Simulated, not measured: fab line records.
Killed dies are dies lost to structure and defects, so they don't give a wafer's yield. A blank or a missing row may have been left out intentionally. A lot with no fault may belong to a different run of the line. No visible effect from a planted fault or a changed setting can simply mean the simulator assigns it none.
Which tool was responsible? | flow sky130 | Sampling: 14 lots, 42 wafers, 4 of 708 route steps

WHAT THE GAUGES READ, wafer by wafer
SKY_VT_ADJUST_HVTP_OVL_MEAS_08.
lot  | measured     | on         | VT_ADJUST_HVTP_OVL (nm)
L986 | day 6 05:25  | overlay-01 | -1.8 0.1 2.1
L987 | day 6 10:39  | overlay-02 | 1.4 -1.3 0.7
L991 | day 7 12:13  | overlay-02 | 0.1 1.1 -0.4
L992 | day 7 17:13  | overlay-02 | -0.9 0.9 0.2
L994 | day 8 06:58  | overlay-02 | -0.9 -1.3 -0.5
L995 | day 8 16:52  | overlay-02 | 0.7 -1.0 -0.1
L996 | day 8 17:11  | overlay-02 | 0.3 0.9 1.8
L997 | day 8 23:53  | overlay-02 | -1.0 -0.7 -1.0
L998 | day 9 06:04  | overlay-02 | -1.5 -1.5 0.2
L999 | day 9 12:13  | overlay-02 | 1.0 0.8 -0.4
L101 | day 10 01:55 | overlay-02 | -0.3 -0.2 -2.0
L106 | day 11 08:13 | overlay-01 | -1.4 -0.9 -1.8
L108 | day 11 21:29 | overlay-02 | -2.5 -1.5 -1.6
L109 | day 12 00:50 | overlay-02 | -1.2 -0.4 -0.8

SKY_SONOS_TUNNEL_OVL_MEAS_08.
lot  | measured     | on         | SONOS_TUNNEL_OVL (nm)
L986 | day 11 13:55 | overlay-01 | -0.2 1.0 -1.3
L987 | day 11 18:24 | overlay-01 | -1.8 -3.5 -0.8
L991 | day 13 03:44 | overlay-01 | -1.9 -0.2 0.9
L992 | day 13 10:19 | overlay-01 | 0.4 0.2 1.0
L994 | day 14 01:40 | overlay-01 | -1.0 0.0 -1.1
L995 | day 14 12:44 | overlay-01 | -2.6 -4.1 -1.2
L996 | day 14 13:35 | overlay-02 | -0.8 -2.1 -1.8
L997 | day 14 21:05 | overlay-01 | -0.5 2.1 1.8
L998 | day 15 05:30 | overlay-01 | 0.8 -1.7 0.6
L999 | day 15 10:41 | overlay-02 | -0.9 -2.1 -0.9
L101 | day 16 03:18 | overlay-01 | -2.2 -0.7 -1.2
L106 | day 17 16:17 | overlay-01 | -1.9 -1.4 -1.9
L108 | day 18 10:32 | overlay-01 | -0.4 -0.5 2.0
L109 | day 18 13:56 | overlay-01 | 2.2 1.9 2.0

WHICH TOOL RAN EACH LOT (tool, then ch and the chambers of the sampled wafers, then the start)
lot  | SKY_VT_ADJUST_PCH_EXPOSE_04        | SKY_VT_ADJUST_PCH_STRIP_09
L986 | ilineStepper-02 ch 0, day 10 03:13 | plasmaAsher-04 ch 1, day 10 14:46
L987 | ilineStepper-01 ch 0, day 10 07:59 | plasmaAsher-04 ch 0,1, day 10 19:10
L991 | ilineStepper-01 ch 0, day 11 15:13 | plasmaAsher-03 ch 0,1, day 12 02:52
L992 | ilineStepper-02 ch 0, day 11 21:17 | plasmaAsher-03 ch 0,1, day 12 10:16
L994 | ilineStepper-01 ch 0, day 12 13:50 | plasmaAsher-01 ch 0,1, day 13 02:07
L995 | ilineStepper-01 ch 0, day 13 01:08 | plasmaAsher-03 ch 0,1, day 13 12:55
L996 | ilineStepper-01, day 13 01:38      | plasmaAsher-03 ch 0,1, day 13 13:11
L997 | ilineStepper-01, day 13 08:22      | plasmaAsher-03 ch 0,1, day 13 20:22
L998 | ilineStepper-02 ch 0, day 13 16:07 | plasmaAsher-01 ch 0,1, day 14 04:22
L999 | ilineStepper-01 ch 0, day 13 22:13 | plasmaAsher-03 ch 0,1, day 14 10:10
L101 | ilineStepper-01 ch 0, day 14 13:11 | plasmaAsher-03 ch 0,1, day 15 01:21
L106 | ilineStepper-02 ch 0, day 15 23:26 | plasmaAsher-01 ch 1, day 16 13:25
L108 | ilineStepper-01 ch 0, day 16 15:37 | plasmaAsher-03 ch 0,1, day 17 04:52
L109 | ilineStepper-01 ch 0, day 16 18:41 | plasmaAsher-01 ch 0,1, day 17 08:43
- SKY_VT_ADJUST_PCH_EXPOSE_04: exposes mask NWM, target cd 840 nm.
- SKY_VT_ADJUST_PCH_STRIP_09: strips in O2/N2.

WHAT THE TOOLS THEMSELVES READ (means of the sampled wafers that have a number; where no wafer has one, the mark that the record gives instead)
SKY_VT_ADJUST_PCH_EXPOSE_04.
lot  | tool            | exposureDoseMJCm2 | focusOffsetNm (nm)
L986 | ilineStepper-02 | 255.22            | 0.4
L987 | ilineStepper-01 | 255.03            | 0.4
L991 | ilineStepper-01 | 255.19            | -0.1
L992 | ilineStepper-02 | 255.11            | -0.4
L994 | ilineStepper-01 | 255.17            | 0.5
L995 | ilineStepper-01 | 254.78            | 0.6
L996 | ilineStepper-01 | -                 | -
L997 | ilineStepper-01 | -                 | -
L998 | ilineStepper-02 | 255.11            | -0.3
L999 | ilineStepper-01 | 254.88            | 0.1
L101 | ilineStepper-01 | 254.84            | -0.5
L106 | ilineStepper-02 | 254.95            | -0.4
L108 | ilineStepper-01 | 255.06            | 0.0
L109 | ilineStepper-01 | 254.70            | -0.7

SKY_VT_ADJUST_PCH_STRIP_09.
lot  | tool           | drypumpMotorCurrentA (A) | oesProductAu (a.u.) | stripTimeToEndpointS (s)
L986 | plasmaAsher-04 | 5.91                     | 0.716               | 37.06
L987 | plasmaAsher-04 | 5.76                     | 0.719               | 36.92
L991 | plasmaAsher-03 | 5.61                     | 0.725               | 37.00
L992 | plasmaAsher-03 | 5.63                     | 0.721               | 37.03
L994 | plasmaAsher-01 | 5.61                     | 0.721               | 37.06
L995 | plasmaAsher-03 | 5.61                     | 0.721               | 36.88
L996 | plasmaAsher-03 | 5.62                     | 0.722               | 37.09
L997 | plasmaAsher-03 | 5.39                     | 0.725               | 36.92
L998 | plasmaAsher-01 | 5.65                     | 0.722               | 36.99
L999 | plasmaAsher-03 | 5.37                     | 0.726               | 36.78
L101 | plasmaAsher-03 | 5.61                     | 0.722               | 36.85
L106 | plasmaAsher-01 | 5.71                     | 0.721               | 37.09
L108 | plasmaAsher-03 | 5.38                     | 0.721               | 36.97
L109 | plasmaAsher-01 | 5.63                     | 0.726               | 36.90

THE ANSWER, worked out from the rows above alone
Rule: the lots themselves supply what counts as usual. The widest of any qualifying gaps counts: lots, ordered by their means at a reading, are off when they make up no more than a third of the lots, leave a main group of 4 or more, and stand apart from it by 3 or more times the standard deviation of that group's means. A main group is skipped when, at the precision printed for the reading in the tables above, its means are all equal. Also off: a lot with no number at a reading for which 4 or more lots have one. The other lots that the step has rows for count as sound. First the gauges in route order, then the tools' own readings, where a lot's mean is used as printed above. At the first step where some lot is off, the reading lying furthest off is the one used; lots without a number count as furthest.
Off at SKY_VT_ADJUST_PCH_EXPOSE_04 (exposureDoseMJCm2): L996, L997. Without a number there: L996, L997. Mean 255.00 and standard deviation 0.16 in the main group.
If a tool, at that step or one of the process steps before it, ran each lot that is off and ran no sound lot following the first of them, it fits. No candidate that was tried fits.

WHAT THE SIMULATOR HAD INSERTED
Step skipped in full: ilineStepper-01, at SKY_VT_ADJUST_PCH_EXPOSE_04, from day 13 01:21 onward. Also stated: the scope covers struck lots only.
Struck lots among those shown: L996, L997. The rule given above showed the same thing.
